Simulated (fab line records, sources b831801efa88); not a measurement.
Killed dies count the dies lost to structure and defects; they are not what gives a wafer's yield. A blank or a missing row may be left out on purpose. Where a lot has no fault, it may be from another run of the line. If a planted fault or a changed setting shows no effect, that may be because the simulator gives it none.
Which tool was responsible? | flow sky130 | 14 lots, 42 wafers sampled, at 3 steps of a route of 708

## WHAT THE GAUGES READ, wafer by wafer
SKY_SD_P_OVL_MEAS_08. Usual: SD_P_OVL -0.5 nm, standard deviation 1.4.
lot  | measured     | on         | SD_P_OVL (nm)  | flag
L160 | day 25 11:36 | overlay-01 | -1.8 -0.7 -0.8 |
L161 | day 25 18:37 | overlay-01 | -2.1 -3.6 -1.7 |
L164 | day 27 05:13 | overlay-01 | -1.4 -1.2 -0.8 |
L167 | day 27 23:32 | overlay-01 | 0.3 -2.2 -1.9  |
L168 | day 28 05:06 | overlay-02 | 3.3 3.5 0.9    |
L171 | day 29 09:04 | overlay-02 | 0.5 -3.1 -1.8  |
L172 | day 30 00:38 | overlay-02 | 1.0 1.0 -0.7   |
L176 | day 31 06:38 | overlay-01 | -1.0 -1.1 0.1  |
L177 | day 31 09:50 | overlay-01 | -3.2 -3.5 -4.4 |
L178 | day 32 01:31 | overlay-01 | 0.0 1.8 0.5    |
L180 | day 32 11:29 | overlay-01 | -1.1 -2.2 -0.9 |
L181 | day 32 17:04 | overlay-01 | -0.7 -0.5 -1.7 |
L182 | day 33 02:19 | overlay-02 | 1.1 0.6 0.8    |
L183 | day 33 05:31 | overlay-01 | -0.1 0.0 0.5   |

SKY_CONTACT_RS_MEAS_25: measures by four-point-probe. Usual: CONTACT_W_RS 0.338 ohm/sq, standard deviation 0.0043.
lot  | measured     | on            | CONTACT_W_RS (ohm/sq) | flag
L160 | day 31 15:55 | film_metro-01 | 0.337 0.340 0.335     |
L161 | day 31 21:01 | film_metro-03 | 0.344 0.345 0.338     |
L164 | day 33 06:44 | film_metro-04 | 0.336 0.338 0.335     |
L167 | day 33 22:45 | film_metro-01 | 0.340 0.341 0.344     |
L168 | day 34 02:00 | film_metro-03 | 0.332 0.335 0.334     |
L171 | day 35 04:34 | film_metro-01 | 0.340 0.342 0.343     |
L172 | day 35 21:38 | film_metro-03 | 0.332 0.327 0.332     |
L176 | day 37 07:26 | film_metro-03 | 0.336 0.344 0.330     |
L177 | day 37 04:16 | film_metro-03 | 0.337 0.334 0.334     |
L178 | day 37 18:36 | film_metro-03 | 0.335 0.342 0.341     |
L180 | day 38 04:43 | film_metro-03 | 0.333 0.335 0.338     |
L181 | day 38 09:15 | film_metro-01 | 0.342 0.335 0.340     |
L182 | day 38 17:07 | film_metro-04 | 0.339 0.342 0.343     |
L183 | day 38 20:48 | film_metro-01 | 0.338 0.330 0.337     |

## TOOL THAT RAN EACH LOT (tool first, then ch and the chambers of the sampled wafers, then the start)
lot  | SKY_LDD_LDN_STRIP_12
L160 | plasma_asher-02 ch 1, day 22 21:25
L161 | plasma_asher-01 ch 0,1, day 23 06:07
L164 | plasma_asher-02 ch 0,1, day 24 16:31
L167 | plasma_asher-01 ch 0,1, day 25 10:01
L168 | plasma_asher-01 ch 0,1, day 25 17:19
L171 | plasma_asher-02 ch 1, day 26 22:13
L172 | plasma_asher-02 ch 0,1, day 27 11:31
L176 | plasma_asher-02 ch 0,1, day 28 21:51
L177 | plasma_asher-01 ch 0,1, day 29 02:03
L178 | plasma_asher-04 ch 0,1, day 29 16:03
L180 | plasma_asher-01 ch 0,1, day 30 02:52
L181 | plasma_asher-01 ch 0,1, day 30 08:39
L182 | plasma_asher-04 ch 0, day 30 18:21
L183 | plasma_asher-01 ch 0,1, day 30 20:57
- SKY_LDD_LDN_STRIP_12: strips in O2/N2.

## AS READ BY THE TOOLS THEMSELVES (means over the sampled wafers that have a number; for cases with no such wafer, the mark the record gives instead)
SKY_LDD_LDN_STRIP_12. Usual: drypump_motor_current_A 5.7 A, standard deviation 0.36; oes_product_au 0.715 a.u., standard deviation 0.0046; strip_time_to_endpoint_s 14.19 s, standard deviation 0.037.
lot  | tool            | drypump_motor_current_A (A) | oes_product_au (a.u.) | strip_time_to_endpoint_s (s) | flag
L160 | plasma_asher-02 | 5.2                         | 0.711                 | 14.23                        |
L161 | plasma_asher-01 | 5.5                         | 0.720                 | 14.24                        |
L164 | plasma_asher-02 | 5.9                         | 0.716                 | 14.20                        |
L167 | plasma_asher-01 | 5.6                         | 0.715                 | 14.23                        |
L168 | plasma_asher-01 | 5.6                         | 0.716                 | 14.21                        |
L171 | plasma_asher-02 | 5.2                         | 0.718                 | 14.20                        |
L172 | plasma_asher-02 | 5.9                         | 0.715                 | 14.18                        |
L176 | plasma_asher-02 | 5.9                         | 0.716                 | 14.14                        |
L177 | plasma_asher-01 | 5.6                         | 0.719                 | 14.19                        |
L178 | plasma_asher-04 | 5.7                         | 0.715                 | 14.19                        |
L180 | plasma_asher-01 | 5.6                         | 0.712                 | 14.14                        |
L181 | plasma_asher-01 | 5.7                         | 0.717                 | 14.21                        |
L182 | plasma_asher-04 | 6.0                         | 0.713                 | 14.21                        |
L183 | plasma_asher-01 | 5.7                         | 0.719                 | 14.15                        |

## THE ANSWER, worked out from the rows above alone
Rule: lot off if the mean of its wafers having a number is beyond 3 standard deviations from the usual mean. A lot without any number at a reading at which 4 lots or more have one is off too. Any other lot the step has rows for is counted as sound. First the gauges in route order, then the tools' own readings, where a lot's mean is used as printed above. At the first step where some lot is off, the reading lying furthest off is the one used; lots without a number count as furthest.
Nothing can be told from this: no lot is off at any reading shown.

## WHAT THE SIMULATOR HAD INSERTED
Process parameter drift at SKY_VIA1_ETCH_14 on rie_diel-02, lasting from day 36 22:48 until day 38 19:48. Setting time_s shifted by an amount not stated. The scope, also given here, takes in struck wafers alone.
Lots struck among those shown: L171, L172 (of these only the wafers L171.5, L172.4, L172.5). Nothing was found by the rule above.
